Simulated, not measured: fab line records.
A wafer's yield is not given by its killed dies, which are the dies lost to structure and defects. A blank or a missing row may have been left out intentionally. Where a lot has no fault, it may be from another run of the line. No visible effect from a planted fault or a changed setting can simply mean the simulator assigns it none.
One fault seen from 2 desks | flow sky130 | what lay behind the numbers comes last; until then each desk has only its own

== FROM THE METROLOGY DESK ==
Lot by lot, what the gauges showed, no matter which tool ran the lot: averages of those sampled wafers that carry a number. If a lot's mean is further than 4 standard deviations from the usual mean, the lot is out of limits and carries the mark OUT (the distance appears in the brackets).
Columns: A = cdNm at SKY_LI_CONTACT_CD_MEAS_12, usual 169.9 nm; B = LI_CONTACT_OVL at SKY_LI_CONTACT_OVL_MEAS_13, usual -4 nm
lot  | first seen here | A     | B
L952 | day 32 16:37    | 172.7 | -4
L957 | day 34 07:25    | 170.2 | -7
L959 | day 35 00:44    | 169.0 | -8
L960 | day 35 06:10    | 171.0 | -8
L961 | day 35 15:04    | 166.9 | -1
L964 | day 36 06:27    | 169.5 | -15
Finding of this desk: none of the 6 lots has anything out of limits.

== FOR THE TOOL OWNER'S DESK: pvdSputter-04 ==
The tool's own readings at SKY_LI_CONTACT_SPUTTER_19 (material Ti, target thk 20 nm, time 106.37 s): means of the sampled wafers that have a number, for each lot that ran on this tool. If a lot's mean is further than 4 standard deviations from the usual mean, the lot is out of limits and carries the mark OUT (the distance appears in the brackets).
Columns: A = throttleValvePct at SKY_LI_CONTACT_SPUTTER_19, usual 30.4 %
lot  | first seen here | A
L952 | day 32 17:11    | 31.0
L957 | day 34 07:58    | 31.4
L959 | day 35 01:17    | 30.4
Finding of this desk: none of the 3 lots has anything out of limits.

== TAKEN TOGETHER ==
At the metrology desk, nothing out of limits was observed.
Nothing out of limits was seen by the tool owner's desk.

== WHAT WAS PUT IN BY THE SIMULATOR ==
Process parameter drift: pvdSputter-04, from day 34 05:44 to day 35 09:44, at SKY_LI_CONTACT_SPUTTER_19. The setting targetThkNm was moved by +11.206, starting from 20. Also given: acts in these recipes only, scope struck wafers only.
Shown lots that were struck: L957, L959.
